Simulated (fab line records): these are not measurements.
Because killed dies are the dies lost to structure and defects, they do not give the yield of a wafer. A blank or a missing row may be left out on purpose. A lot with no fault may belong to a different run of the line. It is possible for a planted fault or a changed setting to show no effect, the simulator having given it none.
fab line records	flow sfq-line
[record] lots = 13	wafers = 39	last-day = 88
route steps=325 shown R5@216 M6@252 M7@288
lots that met no fault: taken from a fault-free run of the same line
start-h: hours from the record's opening day to when the first of the lot's shown wafers began	wait-h: hours elapsed since this lot's preceding step	" same as the row above	L1.1+2: one row covering several wafers at once	- value missing, or start not given	* or withheld: withheld	< > ~ a bound
route shown NAME@n: NAME is a module with steps in the file, n the number in the route of the first one	usual: mean and standard deviation over wafers with no fault	same: alike in all rows	chamber/n: place in a boat	sites: the reading at each site	_std_site: how widely they spread, as a standard deviation	_edge_site: inner sites' mean taken away from outer sites' mean	radius-mm: for every site, how far away it sits from the centre of the wafer	mask NAME#n: copy n	behind: tool/chamber where the wafer was last shaped	hold: cause of the lot's hold/its duration in hours/its outcome	device: transistor that didn't switch, given as n, p or np	end of line: tests run on the same wafers once the route is complete	for a step that has no rows: nothing shown but its recipe	killed: count of dies lost to structure and defects at first sort (not the wafer's yield)	map: shows each die of a wafer: x if killed, . if not, _ if none is there
set.NAME: setting as actually run; set.NAME@STEP: the setting as run at that earlier step	model.NAME: the simulator's own value behind a step, which no gauge read
a sample of lots followed through the steps of the route, with each step as a table and each wafer as a row
services: the hour from which a tool's chamber was out of use, counted from the record's first day as start-h (under 0 if before that day), plus the number of hours and why
[[steps]]
[step SFQ_R5_THK_MEAS_934]
[recipe] thk-meas-gauge = xrf	reads = MoNx_of_TRILAYER_R5_DEP_SPUTTER_133
[usual] R5_MONX_THK = 40.4/0.42
lot.wafer	tool	chamber	start-h	wait-h	R5_MONX_THK[nm]
L586.1	film-metro-01	-	1426.64	0.1	39.7
L586.4	"	-	"	"	40.1
L586.5	"	-	"	"	39.9
L587.1	film-metro-01	-	1435.64	0.1	40.6
L587.3	"	-	"	"	40.4
L587.5	"	-	"	"	40.8
L588.3	film-metro-03	-	1438.66	0.1	40.7
L588.5	"	-	"	"	40.7
L588.6	"	-	"	"	40.3
L589.3	film-metro-01	-	1440.45	0.1	41.1
L589.4	"	-	"	"	40.8
L589.6	"	-	"	"	41.1
L590.1	film-metro-03	-	1441.64	0.1	40.4
L590.2	"	-	"	"	39.9
L590.3	"	-	"	"	40.2
L591.2	film-metro-01	-	1546.54	0.1	40.6
L591.3	"	-	"	"	40.2
L591.5	"	-	"	"	40.9
L592.1	film-metro-01	-	1549.53	0.1	40.7
L592.3	"	-	"	"	40.7
L592.5	"	-	"	"	41.1
L593.1	film-metro-04	-	1556.14	0.1	40.8
L593.2	"	-	"	"	40.6
L593.6	"	-	"	"	40.3
L594.1	film-metro-03	-	1558.53	0.1	40.3
L594.3	"	-	"	"	39.5
L594.5	"	-	"	"	40.4
L595.3	film-metro-03	-	1565.16	0.1	40.9
L595.4	"	-	"	"	40.3
L595.6	"	-	"	"	40.3
L596.1	film-metro-03	-	1568.14	0.1	40.2
L596.5	"	-	"	"	40.8
L596.6	"	-	"	"	40.0
L598.4	film-metro-03	-	1574.17	0.1	40.9
L598.5	"	-	"	"	39.9
L598.6	"	-	"	"	41.0
L609.1	film-metro-04	-	1791.08	0.1	40.5
L609.2	"	-	"	"	40.4
L609.5	"	-	"	"	40.5
[step SFQ_TRILAYER_R5_BARC_OPEN_METAL_ETCH_177]
[recipe] mask-material = PR	chemistry = O2	target-depth-nm = 125	target = BARC	icp-w = 600	bias-w = 80	pressure-mtorr = 10	time-s = 41.7
[usual] drypump-motor-current-A = 5.70/0.17	oes-product-au = 0.685/0.0043
[same] time-s = 41.7
lot.wafer	tool	chamber	start-h	wait-h	drypump-motor-current-A	oes-product-au	rf-hours-counter-h
L586.1	rie-metal-04	0	1545.55	0.0	5.78	0.682	104
L586.4	"	1	"	"	5.94	0.673	-
L586.5	"	0	"	"	5.77	0.682	-
L587.1	rie-metal-01	1	1555.15	0.0	5.60	0.688	101
L587.3	"	1	"	"	5.59	0.692	-
L587.5	"	1	"	"	5.62	0.686	-
L588.3	rie-metal-04	0	1558.77	0.0	5.78	0.688	-
L588.5	"	0	"	"	5.78	0.687	-
L588.6	"	1	"	"	5.94	0.683	-
L589.3	rie-metal-04	0	1562.37	0.0	5.81	0.686	-
L589.4	"	1	"	"	5.92	0.679	-
L589.6	"	1	"	"	5.92	0.689	-
L590.1	rie-metal-01	1	1563.55	0.0	5.63	0.689	102
L590.2	"	0	"	"	5.61	0.690	12
L590.3	"	1	"	"	5.60	0.685	-
L591.2	rie-metal-04	0	1572.90	0.0	5.78	0.694	108
L591.3	"	0	"	"	5.79	0.683	-
L591.5	"	1	"	"	5.93	0.687	-
L592.1	rie-metal-02	1	1574.10	0.0	5.40	0.684	34
L592.3	"	1	"	"	5.39	0.683	-
L592.5	"	0	"	"	5.74	0.684	-
L593.1	rie-metal-01	1	1575.30	0.0	5.60	0.681	104
L593.2	"	0	"	"	5.59	0.679	14
L593.6	"	0	"	"	5.58	0.686	-
L594.1	rie-metal-04	0	1576.50	0.0	5.78	0.686	109
L594.3	"	0	"	"	5.77	0.683	-
L594.5	"	0	"	"	5.79	0.679	-
L595.3	rie-metal-02	1	1577.72	0.0	5.40	0.681	-
L595.4	"	0	"	"	5.74	0.688	-
L595.6	"	0	"	"	5.75	0.685	-
L596.1	rie-metal-01	1	1578.90	0.0	5.59	0.679	104
L596.5	"	1	"	"	5.59	0.686	-
L596.6	"	0	"	"	5.57	0.687	-
L598.4	rie-metal-01	0	1581.32	0.0	5.58	0.680	-
L598.5	"	0	"	"	5.57	0.684	-
L598.6	"	1	"	"	5.60	0.681	-
L609.1	rie-metal-02	1	1899.50	0.0	5.39	0.686	78
L609.2	"	0	"	"	5.66	0.685	28
L609.5	"	0	"	"	5.67	0.683	-
[step SFQ_TRILAYER_M6_DEP_SPUTTER_157]
[recipe] material = Nb	base-pressure-pa = 1.33e-06	chamber-pressure-pa = 0.1333	substrate-temp-c = 20	target-thk-nm = 200	power-w = 2000	time-s = 133.3
[usual] throttle-valve-pct = 29.5/0.91
[same] time-s = 133.3
lot.wafer	tool	chamber	start-h	wait-h	throttle-valve-pct
L586.1	pvd-sputter-05	-	1673.77	0.0	30.0
L586.4	"	-	"	"	30.4
L586.5	"	-	"	"	28.3
L587.1	pvd-sputter-04	-	1681.15	0.0	29.5
L587.3	"	-	"	"	29.5
L587.5	"	-	"	"	27.5
L588.3	pvd-sputter-05	-	1683.50	0.0	28.8
L588.5	"	-	"	"	30.5
L588.6	"	-	"	"	29.8
L589.3	pvd-sputter-05	-	1685.45	0.0	29.9
L589.4	"	-	"	"	30.1
L589.6	"	-	"	"	30.3
L590.1	pvd-sputter-04	-	1686.82	0.0	29.5
L590.2	"	-	"	"	27.8
L590.3	"	-	"	"	29.6
L591.2	pvd-sputter-04	-	1693.95	0.0	30.6
L591.3	"	-	"	"	29.6
L591.5	"	-	"	"	29.6
L592.1	pvd-sputter-05	-	1696.35	0.0	30.5
L592.3	"	-	"	"	29.9
L592.5	"	-	"	"	29.8
L593.1	pvd-sputter-03	-	1697.75	0.0	29.9
L593.2	"	-	"	"	30.2
L593.6	"	-	"	"	29.9
L594.1	pvd-sputter-04	-	1699.52	0.0	30.6
L594.3	"	-	"	"	27.6
L594.5	"	-	"	"	27.6
L595.3	pvd-sputter-05	-	1700.72	0.0	30.1
L595.4	"	-	"	"	29.3
L595.6	"	-	"	"	29.4
L596.1	pvd-sputter-03	-	1701.92	0.0	28.9
L596.5	"	-	"	"	30.1
L596.6	"	-	"	"	30.0
L598.4	pvd-sputter-05	-	1707.16	0.0	28.6
L598.5	"	-	"	"	28.5
L598.6	"	-	"	"	29.9
L609.1	pvd-sputter-03	-	1940.10	0.0	30.1
L609.2	"	-	"	"	29.1
L609.5	"	-	"	"	29.5
[step SFQ_TRILAYER_M7_LITHO_EXPOSE_178]
[recipe] mask-id = M7	na = 0.6	source-shape = conventional	sigma-outer = 0.65	target-cd-nm = 500	dose-mj = 14.4
[usual] exposure-dose-mJ-cm2 = 14.400/0.014
lot.wafer	tool	chamber	start-h	wait-h	mask	exposure-dose-mJ-cm2
L586.1	krf-scanner-01	0	1814.86	-	M7#0	14.394
L586.4	"	0	"	"	M7#0	14.404
L586.5	"	0	"	"	M7#0	14.384
L587.1	krf-scanner-01	0	1820.86	-	M7#0	14.391
L587.3	"	0	"	"	M7#0	14.387
L587.5	"	0	"	"	M7#0	14.390
L588.3	krf-scanner-01	0	1824.86	-	M7#0	14.391
L588.5	"	0	"	"	M7#0	14.399
L588.6	"	0	"	"	M7#0	14.407
L589.3	krf-scanner-01	0	1826.06	-	M7#0	14.403
L589.4	"	0	"	"	M7#0	14.400
L589.6	"	0	"	"	M7#0	14.381
L590.1	krf-scanner-01	0	1828.06	-	M7#0	14.398
L590.2	"	0	"	"	M7#0	14.394
L590.3	"	0	"	"	M7#0	14.387
L591.2	krf-scanner-01	0	1834.26	-	M7#0	14.399
L591.3	"	0	"	"	M7#0	14.374
L591.5	"	0	"	"	M7#0	14.392
L592.1	krf-scanner-01	0	1835.26	-	M7#0	14.428
L592.3	"	0	"	"	M7#0	14.411
L592.5	"	0	"	"	M7#0	14.410
L593.1	krf-scanner-01	0	1837.66	-	M7#0	14.972
L593.2	"	0	"	"	M7#0	14.992
L593.6	"	0	"	"	M7#0	14.971
L594.1	krf-scanner-01	0	1838.86	-	M7#0	14.969
L594.3	"	0	"	"	M7#0	14.957
L594.5	"	0	"	"	M7#0	14.956
L595.3	krf-scanner-01	0	1841.66	-	M7#0	14.971
L595.4	"	0	"	"	M7#0	15.000
L595.6	"	0	"	"	M7#0	14.961
L596.1	krf-scanner-01	0	1843.59	-	M7#0	14.970
L596.5	"	0	"	"	M7#0	14.950
L596.6	"	0	"	"	M7#0	14.973
L598.4	krf-scanner-02	0	1854.63	-	M7#0	14.410
L598.5	"	0	"	"	M7#0	14.389
L598.6	"	0	"	"	M7#0	14.405
L609.1	krf-scanner-02	0	2099.21	-	M7#0	14.399
L609.2	"	0	"	"	M7#0	14.415
L609.5	"	0	"	"	M7#0	14.411
[[services]]
tool	chamber	start-h	hours	kind
pvd-sputter-05	-	1524.24	2.1	repair
krf-scanner-01	-	1583.92	1.3	pm
pvd-sputter-05	-	1600.51	5.0	repair
krf-scanner-01	-	1608.18	1.7	repair
krf-scanner-01	-	1615.74	15.0	repair
krf-scanner-01	-	1630.71	1.0	pm
pvd-sputter-05	-	1641.96	2.7	repair
krf-scanner-01	-	1644.71	0.8	pm
pvd-sputter-05	-	1674.48	0.5	repair
pvd-sputter-05	-	1689.00	5.1	repair
pvd-sputter-05	-	1727.06	2.3	repair
krf-scanner-01	-	1751.03	1.6	repair
pvd-sputter-05	-	1756.80	9.1	repair
krf-scanner-01	-	1759.82	1.3	pm
krf-scanner-01	-	1790.93	1.0	pm
krf-scanner-01	-	1858.12	21.0	pm
krf-scanner-01	-	1930.93	0.6	repair
krf-scanner-01	-	1936.37	1.3	pm
krf-scanner-01	-	1959.39	1.0	pm
krf-scanner-01	-	1973.56	4.0	pm
krf-scanner-01	-	1982.38	0.8	pm
krf-scanner-01	-	1984.33	4.4	pm
krf-scanner-01	-	2076.08	0.4	repair
krf-scanner-01	-	2079.94	0.3	repair
[[key]]
[first-sign] step = SFQ_TRILAYER_M7_LITHO_EXPOSE_178	reading = exposure-dose-mJ-cm2	direction = up	sigmas = 41	usual = 14.400	struck = 14.970
effect none on later readings
met-at SFQ_TRILAYER_M7_LITHO_EXPOSE_178
struck-lots L593,L594,L595,L596
not-acting-at SFQ_R5_THK_MEAS_934,SFQ_TRILAYER_R5_BARC_OPEN_METAL_ETCH_177,SFQ_TRILAYER_M6_DEP_SPUTTER_157
onset-between 1835.26 1837.66
[fault] kind = process-parameter-drift	tool = krf-scanner-01	chamber = -	onset-h = 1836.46	steps = SFQ_TRILAYER_M7_LITHO_EXPOSE_178	channel = dose-mj	offset = 0.57059	shape = step	acts-in = these-recipes-only	stated = 14.4
